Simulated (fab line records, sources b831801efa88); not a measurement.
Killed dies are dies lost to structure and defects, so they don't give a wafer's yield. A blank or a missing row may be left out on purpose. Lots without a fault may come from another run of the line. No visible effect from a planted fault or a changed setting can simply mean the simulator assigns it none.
fab line records	flow sfq_line
record lots=5	wafers=15	last_day=87
route steps=325 shown M3@122 I3@133 M4@148
lots untouched by any fault: they come from a run of this same line in which no faults occurred
start_h: the number of hours between the record's first day and the start of the first shown wafer of the lot	wait_h: hours elapsed since this lot's preceding step	" repeats the value in the row above	L1.1+2: one row covering several wafers at once	- value missing, or start not given	* or withheld: withheld	< > ~ a bound
route shown NAME@n: names a module that has steps shown in the file, with the first one's number in the route	usual: mean and standard deviation over wafers with no fault	same: alike in all rows	chamber/n: place in a boat	sites: the reading at each site	_std_site: how widely they spread, as a standard deviation	_edge_site: outer sites' mean less inner sites'	radius_mm: for every site, how far away it sits from the centre of the wafer	mask NAME#n: copy n	behind: the tool/chamber that last shaped the wafer	hold: reason for holding the lot/hours on hold/outcome of the hold	device: names the non-switching transistor (n, p or np)	end of line: the route-end tests of the same wafers	step lacking rows: just its recipe	killed: not the wafer's yield, but the dies lost to structure and defects at the first sort	map: per-die view of a wafer (x killed, . not killed, _ where there is no die)
set.NAME: the setting as run; set.NAME@STEP: as run at that earlier step	model.NAME: the simulator's own value behind a step, which no gauge read
a table for each step, a row for each wafer; lots at some steps of the route
services: when a tool's chamber went out of use (start_h, in hours from the record's first day, below 0 if earlier), for how many hours, and the reason
## steps
# step SFQ_TRILAYER_M3_LITHO_COAT_080
# recipe resist=BARC	spin_rpm=3000	resist_thk_nm=62
# step SFQ_TRILAYER_M3_LITHO_COAT_075
# recipe resist=KrF	spin_rpm=3000	resist_thk_nm=600
# step SFQ_TRILAYER_M3_LITHO_SOFTBAKE_079
# recipe temp_c=withheld	time_s=withheld	resist=KrF
# step SFQ_TRILAYER_M3_LITHO_EXPOSE_076
# recipe mask_id=M3	na=0.6	source_shape=conventional	sigma_outer=0.65	target_cd_nm=500	dose_mj=14.4
# step SFQ_TRILAYER_M3_LITHO_PEB_078
# recipe peb_temp_c=115	peb_time_s=60	resist=KrF
# step SFQ_TRILAYER_M3_LITHO_DEVELOP_077
# recipe time_s=60	resist=KrF
# step SFQ_M3_OVL_MEAS_921
# usual M3_OVL=-1/5.4
lot.wafer	tool	chamber	start_h	wait_h	M3_OVL[nm]
L150.2	overlay-01	-	1055.12	0.1	-1
L150.3	"	-	"	"	-1
L150.4	"	-	"	"	-3
L155.1	overlay-02	-	1099.51	0.1	3
L155.2	"	-	"	"	10
L155.4	"	-	"	"	10
L160.2	overlay-01	-	1132.23	0.1	0
L160.3	"	-	"	"	2
L160.4	"	-	"	"	3
L167.2	overlay-01	-	1195.95	0.1	-1
L167.4	"	-	"	"	0
L167.6	"	-	"	"	-7
L169.1	overlay-01	-	1205.54	0.1	-6
L169.3	"	-	"	"	-12
L169.4	"	-	"	"	-1
# step SFQ_TRILAYER_M3_BARC_OPEN_METAL_ETCH_100
# recipe mask_material=PR	chemistry=O2	target_depth_nm=125	target=BARC	icp_w=600	bias_w=80	pressure_mtorr=10	time_s=41.7
# step SFQ_TRILAYER_M3_ETCH_METAL_ETCH_078
# recipe target=Nb	stop_on=SiO2	mask_material=PR	chemistry=Cl2/Ar	target_depth_nm=240	icp_w=600	bias_w=80	pressure_mtorr=10	time_s=120
# usual drypump_motor_current_A=5.63/0.29	oes_product_au=0.892/0.0083	rf_fwd_power_W=597.0/2.4
lot.wafer	tool	chamber	start_h	wait_h	drypump_motor_current_A	oes_product_au	rf_fwd_power_W	rf_hours_counter_h
L150.2	rie_metal-02	0	1055.21	0.0	5.64	0.901	599.1	11
L150.3	"	1	"	"	5.73	0.894	594.0	-
L150.4	"	0	"	"	5.65	0.889	597.8	-
L155.1	rie_metal-02	1	1099.61	0.0	5.75	0.875	591.1	74
L155.2	"	0	"	"	5.65	0.897	600.6	17
L155.4	"	0	"	"	5.64	0.897	598.0	-
L160.2	rie_metal-04	0	1132.31	0.0	5.02	0.915	596.0	70
L160.3	"	1	"	"	5.86	0.904	595.2	-
L160.4	"	0	"	"	5.01	0.905	597.3	-
L167.2	rie_metal-02	1	1196.04	0.0	5.74	0.878	596.4	88
L167.4	"	0	"	"	5.64	0.882	603.1	-
L167.6	"	1	"	"	5.73	0.877	594.1	-
L169.1	rie_metal-04	1	1205.64	0.0	5.82	0.905	596.5	24
L169.3	"	1	"	"	5.84	0.887	599.4	-
L169.4	"	0	"	"	5.05	0.896	596.3	-
# step SFQ_TRILAYER_M3_STRIP_STRIP_079
# recipe gas=O2	power_w=200	platen_temp_c=40	overash_fraction=0.65	chemistry=O2	pressure_mtorr=50
# step SFQ_TRILAYER_M3_STRIP_SOLV_CLEAN_080
# recipe chemistry=NMP	temp_c=70	time_s=600
# step SFQ_TRILAYER_I3_DEP_PECVD_081
# recipe material=SiO2	temp_c=150	time_s=111.11	pressure_torr=2.4	rf_w=183.3	precursor=SiH4/N2O	target_thk_nm=500
# usual heater_power_w=88/17	rf_fwd_power_W=182.2/0.73	throttle_valve_pct=25.7/1.4
lot.wafer	tool	chamber	start_h	wait_h	heater_power_w	rf_fwd_power_W	throttle_valve_pct
L150.2	pecvd-03	0	1056.28	0.0	92	183.0	23.7
L150.3	"	1	"	"	110	182.9	24.6
L150.4	"	1	"	"	118	182.9	24.6
L155.1	pecvd-01	0	1100.51	0.0	73	181.7	27.1
L155.2	"	2	"	"	74	182.5	29.1
L155.4	"	1	"	"	91	182.6	24.8
L160.2	pecvd-04	0	1133.21	0.0	85	182.4	24.7
L160.3	"	2	"	"	68	183.4	26.4
L160.4	"	0	"	"	90	182.0	24.9
L167.2	pecvd-01	1	1196.94	0.0	97	182.8	24.9
L167.4	"	2	"	"	75	181.5	29.1
L167.6	"	0	"	"	69	182.5	26.9
L169.1	pecvd-03	1	1206.56	0.0	119	182.6	25.3
L169.3	"	0	"	"	83	181.6	24.1
L169.4	"	2	"	"	111	182.8	25.2
# step SFQ_TRILAYER_I3_CMP_CMP_082
# recipe material=SiO2	down_force_psi=3	platen_rpm=60	pad_velocity_m_s=0.94248
# usual motor_current_A=10.0/1.5	time_to_endpoint_s=218/7.1
lot.wafer	tool	chamber	start_h	wait_h	motor_current_A	time_to_endpoint_s	model.SiO2_of_TRILAYER_I3_DEP_PECVD_081.thk_nm
L150.2	cmp-01	0	1063.78	7.5	8.5	203	200.6
L150.4	"	1	"	"	10.0	218	201.7
L150.3	"	2	"	"	7.7	200	199.2
L155.2	cmp-02	0	1106.30	5.8	10.0	191	219.2
L155.1	"	1	"	"	12.3	209	199.5
L155.4	"	3	1107.80	7.2	9.0	220	199.9
L160.4	cmp-01	2	1144.39	11.1	8.4	226	200.6
L160.2	"	3	"	"	13.5	223	201.3
L160.3	"	1	1145.89	12.6	10.0	219	200.9
L167.2	cmp-01	1	1201.13	4.1	10.0	227	200.2
L167.4	"	0	1202.63	5.6	8.7	215	200.5
L167.6	"	2	1203.63	6.6	8.3	219	201
L169.1	cmp-02	3	1208.30	1.7	9.2	222	202.9
L169.3	"	0	"	"	10.3	222	201.9
L169.4	"	1	"	"	11.7	225	201.5
# step SFQ_I3_BOW_MEAS_922
# recipe mode=bow
# usual I3_BOW=2/9.2
lot.wafer	tool	chamber	start_h	wait_h	I3_BOW[um]
L150.2	film_metro-01	-	1066.80	2.5	-6
L150.3	"	-	"	"	-13
L150.4	"	-	"	"	-21
L155.1	film_metro-01	-	1109.30	2.0	-13
L155.2	"	-	"	"	0
L155.4	"	-	"	"	1
L160.2	film_metro-01	-	1147.41	2.0	-1
L160.3	"	-	"	"	-6
L160.4	"	-	"	"	-7
L167.2	film_metro-03	-	1204.15	2.5	1
L167.4	"	-	"	"	3
L167.6	"	-	"	"	-10
L169.1	film_metro-02	-	1211.30	2.5	-2
L169.3	"	-	"	"	4
L169.4	"	-	"	"	6
# step SFQ_TRILAYER_I3_METRO_MEASURE_083
# usual thk_nm=200.3/0.99
lot.wafer	tool	chamber	start_h	wait_h	thk_nm
L150.2	film_metro-01	-	1067.10	0.3	200.8
L150.3	"	-	"	"	199.1
L150.4	"	-	"	"	201.8
L155.1	film_metro-01	-	1109.42	0.1	199.6
L155.2	"	-	"	"	219.2
L155.4	"	-	"	"	200.2
L160.2	film_metro-01	-	1147.71	0.3	201.5
L160.3	"	-	"	"	200.9
L160.4	"	-	"	"	200.5
L167.2	film_metro-03	-	1204.45	0.3	200.2
L167.4	"	-	"	"	200.6
L167.6	"	-	"	"	200.9
L169.1	film_metro-02	-	1211.42	0.1	203.0
L169.3	"	-	"	"	201.8
L169.4	"	-	"	"	201.5
# step SFQ_TRILAYER_I3_VIA_LITHO_COAT_090
# recipe resist=BARC	spin_rpm=3000	resist_thk_nm=62
# step SFQ_TRILAYER_I3_VIA_LITHO_COAT_085
# recipe resist=KrF	spin_rpm=3000	resist_thk_nm=650
# step SFQ_TRILAYER_I3_VIA_LITHO_SOFTBAKE_089
# recipe temp_c=withheld	time_s=withheld	resist=KrF
# step SFQ_TRILAYER_I3_VIA_LITHO_EXPOSE_086
# recipe mask_id=I3	na=0.6	source_shape=conventional	sigma_outer=0.65	target_cd_nm=500	dose_mj=21.3
# step SFQ_TRILAYER_I3_VIA_LITHO_PEB_088
# recipe peb_temp_c=115	peb_time_s=60	resist=KrF
# step SFQ_TRILAYER_I3_VIA_LITHO_DEVELOP_087
# recipe time_s=60	resist=KrF
# step SFQ_I3_OVL_MEAS_923
# usual I3_OVL=-2/4.6
lot.wafer	tool	chamber	start_h	wait_h	I3_OVL[nm]
L150.2	overlay-02	-	1074.45	0.1	5
L150.3	"	-	"	"	1
L150.4	"	-	"	"	0
L155.1	overlay-01	-	1243.82	0.1	-1
L155.2	"	-	"	"	1
L155.4	"	-	"	"	-5
L160.2	overlay-01	-	1276.23	0.1	-2
L160.3	"	-	"	"	-2
L160.4	"	-	"	"	3
L167.2	overlay-02	-	1325.43	0.1	1
L167.4	"	-	"	"	-5
L167.6	"	-	"	"	-1
L169.1	overlay-02	-	1334.95	0.1	-4
L169.3	"	-	"	"	-7
L169.4	"	-	"	"	-7
# step SFQ_TRILAYER_I3_VIA_BARC_OPEN_VIA_ETCH_121
# recipe mask_material=PR	chemistry=O2	target_depth_nm=125	target=BARC	source_w=500	bias_w=80	pressure_mtorr=30	time_s=41.7
# usual drypump_motor_current_A=5.7/0.49	oes_product_au=0.686/0.0048	rf_fwd_power_W=495.5/2.1
lot.wafer	tool	chamber	start_h	wait_h	drypump_motor_current_A	oes_product_au	rf_fwd_power_W	rf_hours_counter_h
L150.2	rie_diel-02	2	1074.48	0.0	6.0	0.678	494.8	12
L150.3	"	1	"	"	5.0	0.676	497.4	6
L150.4	"	1	"	"	5.0	0.693	497.7	-
L155.1	rie_diel-02	1	1243.86	0.0	5.0	0.680	494.7	9
L155.2	"	0	"	"	5.6	0.694	496.6	6
L155.4	"	3	"	"	5.5	0.691	492.9	12
L160.2	rie_diel-03	1	1276.26	0.0	5.2	0.686	495.2	17
L160.3	"	0	"	"	6.1	0.691	491.2	16
L160.4	"	3	"	"	6.3	0.681	495.5	13
L167.2	rie_diel-03	1	1325.46	0.0	5.2	0.691	495.7	18
L167.4	"	1	"	"	5.2	0.685	495.3	-
L167.6	"	3	"	"	6.3	0.695	495.3	-
L169.1	rie_diel-02	3	1334.99	0.0	5.5	0.680	491.8	14
L169.3	"	0	"	"	5.7	0.691	496.4	8
L169.4	"	2	"	"	6.0	0.685	494.8	16
# step SFQ_TRILAYER_I3_VIA_ETCH_VIA_ETCH_088
# recipe target=SiO2	stop_on=Nb	mask_material=PR	taper_deg=20	chemistry=CHF3	target_depth_nm=260	source_w=500	bias_w=80	pressure_mtorr=30	time_s=withheld
# usual drypump_motor_current_A=5.7/0.49	oes_product_au=0.856/0.0053	rf_fwd_power_W=498.5/1.8
lot.wafer	tool	chamber	start_h	wait_h	drypump_motor_current_A	oes_product_au	rf_fwd_power_W	model.etch.depth_nm	model.I3.feature_depth_nm
L150.2	rie_diel-02	2	1074.52	0.0	6.0	0.852	499.1	200.6	200.6
L150.3	"	1	"	"	5.0	0.847	499.6	199.2	199.2
L150.4	"	1	"	"	5.0	0.859	498.9	201.7	201.7
L155.1	rie_diel-02	1	1243.90	0.0	5.0	0.849	497.4	199.5	199.5
L155.2	"	0	"	"	5.6	0.905	497.6	219.2	219.2
L155.4	"	3	"	"	5.6	0.855	499.8	199.9	199.9
L160.2	rie_diel-03	1	1276.30	0.0	5.2	0.856	498.7	201.3	201.3
L160.3	"	0	"	"	6.1	0.867	491.9	200.9	200.9
L160.4	"	3	"	"	6.3	0.861	497.2	200.6	200.6
L167.2	rie_diel-03	1	1325.50	0.0	5.3	0.857	498.6	200.2	200.2
L167.4	"	1	"	"	5.2	0.853	497.4	200.5	200.5
L167.6	"	3	"	"	6.3	0.855	498.7	201	201
L169.1	rie_diel-02	3	1335.03	0.0	5.5	0.863	499.0	202.9	202.9
L169.3	"	0	"	"	5.6	0.857	501.9	201.9	201.9
L169.4	"	2	"	"	6.0	0.861	500.1	201.5	201.5
# step SFQ_TRILAYER_I3_VIA_STRIP_STRIP_089
# recipe gas=O2	power_w=200	platen_temp_c=40	overash_fraction=0.65	chemistry=O2	pressure_mtorr=50
# usual drypump_motor_current_A=5.9/0.35	oes_product_au=1.002/0.0093
lot.wafer	tool	chamber	start_h	wait_h	drypump_motor_current_A	oes_product_au	rf_hours_counter_h
L150.2	rie_metal-04	1	1074.64	-	5.9	1.017	8
L150.3	"	1	"	"	5.9	1.007	-
L150.4	"	0	"	"	5.0	1.009	-
L155.1	rie_metal-01	1	1244.01	-	6.3	1.000	21
L155.2	"	0	"	"	6.0	1.009	114
L155.4	"	1	"	"	6.3	0.998	-
L160.2	rie_metal-03	0	1276.41	-	6.0	0.993	120
L160.3	"	0	"	"	5.9	0.991	-
L160.4	"	1	"	"	6.0	0.997	-
L167.2	rie_metal-01	1	1325.61	-	6.3	1.004	33
L167.4	"	0	"	"	6.1	1.014	-
L167.6	"	0	"	"	6.1	1.021	-
L169.1	rie_metal-03	1	1335.14	-	6.0	0.995	42
L169.3	"	1	"	"	6.0	1.002	-
L169.4	"	0	"	"	5.9	1.001	-
# step SFQ_TRILAYER_I3_VIA_STRIP_SOLV_CLEAN_090
# recipe chemistry=NMP	temp_c=70	time_s=600
# step SFQ_TRILAYER_M4_DEP_PRE_CLEAN_092
# recipe gas=Ar	time_s=22.5	bias_v=250
lot.wafer	tool	chamber	start_h	wait_h	model.SiO2_of_TRILAYER_I3_DEP_PECVD_081.thk_nm
L150.2	pvd_sputter-05	-	1075.59	0.0	193.1
L150.3	"	-	"	"	191.7
L150.4	"	-	"	"	194.2
L155.1	pvd_sputter-04	-	1244.80	0.0	192
L155.2	"	-	"	"	211.7
L155.4	"	-	"	"	192.4
L160.2	pvd_sputter-05	-	1277.18	0.0	193.8
L160.3	"	-	"	"	193.4
L160.4	"	-	"	"	193.1
L167.2	pvd_sputter-04	-	1326.38	0.0	192.7
L167.4	"	-	"	"	193
L167.6	"	-	"	"	193.5
L169.1	pvd_sputter-05	-	1335.91	0.0	195.4
L169.3	"	-	"	"	194.4
L169.4	"	-	"	"	194
# step SFQ_TRILAYER_M4_DEP_SPUTTER_091
# recipe material=Nb	base_pressure_pa=1.33e-06	chamber_pressure_pa=0.1333	substrate_temp_c=20	resputter_cathode_voltage_v=400	target_thk_nm=200	power_w=2000	time_s=133.3
# usual throttle_valve_pct=30.4/1.2
lot.wafer	tool	chamber	start_h	wait_h	throttle_valve_pct
L150.2	pvd_sputter-05	-	1075.61	0.0	31.8
L150.3	"	-	"	"	31.0
L150.4	"	-	"	"	29.4
L155.1	pvd_sputter-04	-	1244.83	0.0	29.7
L155.2	"	-	"	"	29.1
L155.4	"	-	"	"	30.9
L160.2	pvd_sputter-05	-	1277.21	0.0	31.2
L160.3	"	-	"	"	29.7
L160.4	"	-	"	"	31.1
L167.2	pvd_sputter-04	-	1326.41	0.0	29.2
L167.4	"	-	"	"	29.6
L167.6	"	-	"	"	32.4
L169.1	pvd_sputter-05	-	1335.94	0.0	31.6
L169.3	"	-	"	"	31.4
L169.4	"	-	"	"	30.4
## services
tool	chamber	start_h	hours	kind
rie_metal-02	1	1039.39	2.0	repair
rie_diel-03	0	1049.14	31.8	repair
pvd_sputter-05	-	1053.66	1.4	repair
rie_diel-02	3	1055.53	20.1	repair
rie_metal-04	1	1064.22	2.4	repair
cmp-01	-	1102.38	15.0	pm
rie_metal-02	-	1104.41	0.8	repair
film_metro-01	-	1116.62	0.7	pm
film_metro-01	-	1135.41	1.0	pm
pvd_sputter-05	-	1147.72	12.2	repair
cmp-01	-	1150.23	2.9	repair
rie_metal-04	1	1162.59	5.6	repair
cmp-01	-	1185.59	0.5	repair
rie_diel-03	1	1187.44	4.3	repair
film_metro-01	-	1197.62	1.9	pm
pvd_sputter-04	-	1222.04	3.3	repair
cmp-01	-	1245.75	0.6	repair
cmp-01	-	1252.40	4.0	pm
rie_diel-02	3	1267.74	6.2	repair
pvd_sputter-05	-	1287.83	0.9	repair
rie_metal-02	0	1309.85	4.2	repair
rie_metal-04	-	1310.47	0.2	repair
rie_metal-02	-	1323.88	0.4	repair
rie_diel-03	1	1332.05	6.0	repair
## key
first_sign step=SFQ_TRILAYER_I3_CMP_CMP_082	reading=time_to_endpoint_s	direction=down	sigmas=3.8	usual=*	struck=*
effect step=SFQ_TRILAYER_I3_METRO_MEASURE_083	reading=thk_nm	direction=up	sigmas=19	usual=200.3	struck=219.2
effect step=SFQ_TRILAYER_I3_VIA_ETCH_VIA_ETCH_088	reading=oes_product_au	direction=up	sigmas=9.3	usual=0.856	struck=0.905
model_effect step=SFQ_TRILAYER_I3_CMP_CMP_082	value=SiO2_of_TRILAYER_I3_DEP_PECVD_081.thk_nm	without=199.2	struck=219.2
model_effect step=SFQ_TRILAYER_I3_VIA_ETCH_VIA_ETCH_088	value=etch.depth_nm	without=199.2	struck=219.2
model_effect step=SFQ_TRILAYER_M4_DEP_PRE_CLEAN_092	value=SiO2_of_TRILAYER_I3_DEP_PECVD_081.thk_nm	without=191.7	struck=211.7
met_at SFQ_TRILAYER_I3_CMP_CMP_082
struck_wafers L155.2
fault kind=process_parameter_drift	tool=cmp-02	chamber=0	onset_h=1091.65	steps=SFQ_TRILAYER_I3_CMP_CMP_082	channel=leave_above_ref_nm	offset=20	shape=step	end_h=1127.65	acts_in=these_recipes_only	stated=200
